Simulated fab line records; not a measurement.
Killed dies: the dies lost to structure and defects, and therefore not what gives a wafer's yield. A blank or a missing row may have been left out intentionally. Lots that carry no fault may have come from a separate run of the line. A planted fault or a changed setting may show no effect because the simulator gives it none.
Problem report in the 8D (eight disciplines) form, filled by code + flow gf180mcu + the parts of the form that need people (team, actions taken, sign-off) are left out

## 1. THE ISSUE
At GF_M2_METAL_ETCH_16, runLengthS averages 148.3 s over 3 wafers from 2 lots, while fault-free wafers read 153.4 s, standard deviation 0.39. Relative to the usual mean, that is a shift of -13 standard deviations.
The step: etches the open film in Cl2/BCl3, stops on SiO2, target depth 750.8 nm, time 125.1 s.
The first sign was on wafer L983.3 at day 23 20:19, on rieMetal-02. The record holds 33 wafers of 11 lots with a number at this step. The rule behind "out" and "out of limits": a value lying over 4 standard deviations away from the usual mean. Any other wafer with a number is counted as sound.

## 2. WHAT IT IS AND WHAT IT IS NOT
| question                    | is                     | is not                                                                                 |
|-----------------------------|------------------------|----------------------------------------------------------------------------------------|
| which readings at this step | runLengthS             | drypumpMotorCurrentA                                                                   |
| which lots                  | L983, L985             | L971, L972, L973, L975, L976, L979, L990, L991, L994                                   |
| which wafers of those lots  | L983.3, L985.4, L985.5 | L983.4, L983.6, L985.6                                                                 |
| read on which tools         | rieMetal-02            | rieMetal-01, rieMetal-03                                                               |
| when                        | from day 23 20:19      | up to then (20 sound wafers); but 10 sound wafers of L985, L990, L991, L994 came after |

## 3. THE SUSPECTS, EACH WITH WHAT RULES IT OUT
Counting: any tool at a process step up to the reading remains a suspect provided it ran every lot that is out. Sound lots after the first of them don't rule it out here, since some wafers of a struck lot are sound.
- rieMetal-02 at GF_M2_METAL_ETCH_16 (etches the open film in Cl2/BCl3, stops on SiO2, target depth 750.8 nm, time 125.1 s): kept. It processed each lot that is out (first: L983, day 23 20:19); up to then, its last sound lot is L976 (day 21 06:35). Out on those wafers are its own readings of runLengthS.
- The sound lot-mates ran in chamber 1 of rieMetal-02 at GF_M2_METAL_ETCH_16, but the wafers that are out ran in chamber 0.
Left after counting: rieMetal-02 at GF_M2_METAL_ETCH_16.

## 4. THE CAUSE (what the simulator had put in)
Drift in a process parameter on rieMetal-02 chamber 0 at GF_M2_METAL_ETCH_16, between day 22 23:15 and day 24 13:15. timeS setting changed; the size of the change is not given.
This tool alone remained once counting was done.

## 5. THE CHAIN OF EFFECTS, in route order
Each row: a reading where the mean over the struck wafers with a number is more than 3 standard deviations away from the usual. Readings are gone through only where the record gives a usual standard deviation; hours: the median, over the lots, of the time from a lot's start at the first step in this table giving one to that lot's start at this step; sigmas: the change measured in usual standard deviations.
| hours | step                | reading              | usual   | on struck wafers | change | sigmas |
|-------|---------------------|----------------------|---------|------------------|--------|--------|
| 0     | GF_M2_METAL_ETCH_16 | runLengthS           | 153.4 s | 148.3            | -5.1   | -13    |
| 0     | GF_M2_STRIP_17      | stripTimeToEndpointS | 7.374 s | 7.533            | +0.159 | +5.3   |
Process steps it contains:
- GF_M2_METAL_ETCH_16: etches the open film in Cl2/BCl3, stops on SiO2, target depth 750.8 nm, time 125.1 s.
- GF_M2_STRIP_17: strips in O2/N2.
Later steps that measure or inspect, where all struck wafers having a row at the step show a number for every such reading and not one has moved that far: GF_V4_OVL_MEAS_15.

## 6. WHAT WOULD HAVE CAUGHT IT SOONER
21 hours passed between the start of the fault at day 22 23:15 and the first reading out of limits in this record, taken at day 23 20:19.
